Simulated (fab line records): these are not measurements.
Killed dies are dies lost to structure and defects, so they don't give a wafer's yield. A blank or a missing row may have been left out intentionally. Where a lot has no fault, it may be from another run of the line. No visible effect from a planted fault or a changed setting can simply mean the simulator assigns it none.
Which tool was responsible?	flow sky130	Sampling: 11 lots, 32 wafers, 3 of 708 route steps

WHAT EACH GAUGE READ, for each wafer
SKY_PASSIVATION_THK_MEAS_03. Usual: for PASSIVATION_CVD_02_THK the level is 539 nm and the standard deviation is 7.8.
lot	measured	on	PASSIVATION_CVD_02_THK (nm)	flag
L414	day 43 13:50	film-metro-03	541 549 545	
L421	day 45 20:56	film-metro-01	535 710	OFF
L427	day 47 07:17	film-metro-02	537 542 548	
L426	day 47 08:25	film-metro-02	549 537 532	
L429	day 47 20:08	film-metro-02	534 545 543	
L430	day 48 00:47	film-metro-01	537 544 538	
L431	day 48 07:21	film-metro-01	544 545 544	
L432	day 48 08:11	film-metro-02	545 536 542	
L433	day 48 20:08	film-metro-01	545 542 557	
L434	day 49 02:59	film-metro-02	530 537 535	
L437	day 49 11:44	film-metro-03	537 536 541	

WHAT TOOL EACH LOT RAN ON (gives the tool, then ch and the chambers of the sampled wafers, and finally the start)
lot	SKY_VIA4_SPUTTER_17	SKY_PASSIVATION_CVD_02
L414	pvd-sputter-02, day 42 12:38	pecvd-01 ch 0, day 43 13:25
L421	pvd-sputter-04, day 44 22:07	pecvd-01 ch 2, day 45 20:41
L427	pvd-sputter-01, day 46 08:55	pecvd-03 ch 0,2, day 47 07:03
L426	pvd-sputter-04, day 46 10:43	pecvd-02 ch 0,1,2, day 47 08:16
L429	pvd-sputter-01, day 46 21:50	pecvd-03 ch 0,1,2, day 47 19:53
L430	pvd-sputter-01, day 47 02:35	pecvd-02 ch 0,2, day 48 00:33
L431	pvd-sputter-04, day 47 09:23	pecvd-02 ch 1,2, day 48 07:07
L432	pvd-sputter-01, day 47 10:08	pecvd-02 ch 0,1,2, day 48 07:58
L433	pvd-sputter-01, day 47 23:20	pecvd-02 ch 1,2, day 48 19:53
L434	pvd-sputter-04, day 48 06:02	pecvd-01 ch 0,1, day 49 02:44
L437	pvd-sputter-04, day 48 15:54	pecvd-01 ch 1,2, day 49 11:29
- SKY_VIA4_SPUTTER_17: material TiN, target thk 20 nm, time 80 s.
- SKY_PASSIVATION_CVD_02: deposits Si3N4, target thk 540 nm.

WHAT THE TOOLS THEMSELVES READ (means of the sampled wafers that have a number; where no wafer has one, the mark that the record gives instead)
SKY_VIA4_SPUTTER_17. Usual: throttle-valve-pct 29.9 %, standard deviation 1.1.
lot	tool	throttle-valve-pct (%)	flag
L414	pvd-sputter-02	30.6	
L421	pvd-sputter-04	30.1	
L427	pvd-sputter-01	30.2	
L426	pvd-sputter-04	29.4	
L429	pvd-sputter-01	29.4	
L430	pvd-sputter-01	30.0	
L431	pvd-sputter-04	31.3	
L432	pvd-sputter-01	29.6	
L433	pvd-sputter-01	29.6	
L434	pvd-sputter-04	31.3	
L437	pvd-sputter-04	29.6	

SKY_PASSIVATION_CVD_02. Usual: heater-power-w 766 W, standard deviation 140.
lot	tool	heater-power-w (W)	flag
L414	pecvd-01	1044	
L421	pecvd-01	784	
L427	pecvd-03	738	
L426	pecvd-02	691	
L429	pecvd-03	733	
L430	pecvd-02	718	
L431	pecvd-02	639	
L432	pecvd-02	636	
L433	pecvd-02	640	
L434	pecvd-01	978	
L437	pecvd-01	718	

THE ANSWER, worked out from the rows above alone
Rule: a lot counts as off when the mean over its wafers that have a number is more than 3 standard deviations away from the usual mean. A lot without any number at a reading at which 4 lots or more have one is off too. Where the step has rows for the other lots, those lots are counted as sound. Order of review: gauges by route order, followed by the tools' own readings, for which a lot's mean as printed above is used. The first step at which some lot is off is used, and at that step the reading that is off furthest; a lot without a number counts as furthest.
Off: at SKY_PASSIVATION_THK_MEAS_03 (PASSIVATION_CVD_02_THK), L421.
If a tool, at a process step before that reading, ran all the lots that are off and no sound lot after the first of them, it fits. Gauges at SKY_PASSIVATION_THK_MEAS_03: tried the same way as those tools. No candidate that was tried fits.

WHAT THE SIMULATOR PUT IN
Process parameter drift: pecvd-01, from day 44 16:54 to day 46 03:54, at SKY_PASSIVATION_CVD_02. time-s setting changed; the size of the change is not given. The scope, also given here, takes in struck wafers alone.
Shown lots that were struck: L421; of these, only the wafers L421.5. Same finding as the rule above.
